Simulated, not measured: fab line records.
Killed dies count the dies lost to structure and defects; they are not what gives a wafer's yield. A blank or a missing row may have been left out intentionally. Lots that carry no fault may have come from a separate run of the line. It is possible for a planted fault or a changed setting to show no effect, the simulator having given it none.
Problem report in the 8D (eight disciplines) form, filled by code || flow sky130 || the parts of the form that need people (team, actions taken, sign-off) are left out

## 1. PROBLEM STATEMENT
Mean of run length s at SKY_METAL1_ETCH_18: 79.7 s across 5 wafers in 2 lots; on wafers with no fault it is 74.3 s (standard deviation 0.42). That is +13 standard deviations from the usual mean.
The step: etches BARC in N2/H2, stops on SiO2, time 45.9 s, target depth 60 nm.
First seen on wafer L829.2, day 36 04:40, on rie metal-03. At this step, 36 wafers from 12 lots have a number in the record. By rule, "out" or "out of limits" means more than 4 standard deviations away from the usual mean. All remaining wafers that have a number are taken as sound.

## 2. WHAT IT IS, WHAT IT ISN'T
{"question": "which readings at this step", "is": "run length s, oes product au", "is not": "drypump motor current A, throttle valve pct"}
{"question": "which lots", "is": "L829, L830", "is not": "L821, L822, L825, L826, L828, L831, L832, L839, L841, L842"}
{"question": "which wafers of those lots", "is": "L829.2, L829.4, L829.5, L830.2, L830.4", "is not": "L830.3"}
{"question": "read on which tools", "is": "rie metal-03", "is not": "rie metal-02, rie metal-04"}
{"question": "when", "is": "from day 36 04:40", "is not": "up to then (15 sound wafers); but 16 sound wafers of L830, L831, L832, L839, L841, L842 came after"}

## 3. SUSPECTS, AND WHAT RULES EACH OUT
Counting: if a tool at a process step up to the reading ran every lot that is out, it stays a suspect. Sound lots after the first of them don't rule it out here, since some wafers of a struck lot are sound.
- pvd sputter-01 at SKY_CONTACT_SPUTTER_23 (material TiN, target thk 20 nm, time 80 s): kept. It processed each lot that is out (first: L829, day 35 01:05); up to then, its last sound lot is L826 (day 34 02:23).
- rie metal-03 at SKY_METAL1_DESCUM_17 (chemistry O2, time 8 s): kept. It processed each lot that is out (first: L829, day 36 04:38); up to then, its last sound lot is L826 (day 35 06:10).
- rie metal-03 at SKY_METAL1_ETCH_18 (etches BARC in N2/H2, stops on SiO2, time 45.9 s, target depth 60 nm): kept. It processed each lot that is out (first: L829, day 36 04:40); up to then, its last sound lot is L826 (day 35 06:12). Out on those wafers are its own readings of oes product au, run length s.
- The sound lot-mates ran in chamber 0 of rie metal-03 at SKY_METAL1_DESCUM_17, but the wafers that are out ran in chamber 1.
- The sound lot-mates ran in chamber 0 of rie metal-03 at SKY_METAL1_ETCH_18, but the wafers that are out ran in chamber 1.
The count leaves pvd sputter-01 at SKY_CONTACT_SPUTTER_23, rie metal-03 at SKY_METAL1_DESCUM_17, and rie metal-03 at SKY_METAL1_ETCH_18.

## 4. THE CAUSE (what the simulator had put in)
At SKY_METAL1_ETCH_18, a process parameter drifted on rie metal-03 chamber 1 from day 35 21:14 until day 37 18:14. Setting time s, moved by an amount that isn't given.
3 suspects survive the count, and this tool is in that group.

## 5. THE EFFECT CHAIN, in route order
Each row: a reading where the mean over the struck wafers with a number is more than 3 standard deviations away from the usual. Readings are gone through only where the record gives a usual standard deviation; hours: the median, over the lots, of the time from a lot's start at the first step in this table giving one to that lot's start at this step; sigmas: the change measured in usual standard deviations.
{"hours": 0, "step": "SKY_METAL1_ETCH_18", "reading": "oes product au", "usual": "0.855 a.u.", "on struck wafers": 0.805, "change": -0.050, "sigmas": -11}
{"hours": 0, "step": "SKY_METAL1_ETCH_18", "reading": "run length s", "usual": "74.3 s", "on struck wafers": 79.7, "change": "+5.4", "sigmas": "+13"}
Here are the process steps it includes:
- SKY_METAL1_ETCH_18: etches BARC in N2/H2, stops on SiO2, time 45.9 s, target depth 60 nm.
Later steps that measure or inspect, where all struck wafers having a row at the step show a number for every such reading and not one has moved that far: SKY_VIA1_THK_MEAS_01.

## 6. HOW IT WOULD HAVE BEEN CAUGHT EARLIER
In this record no reading fell out of limits until day 36 04:40, 7 hours after the fault had begun at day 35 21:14.
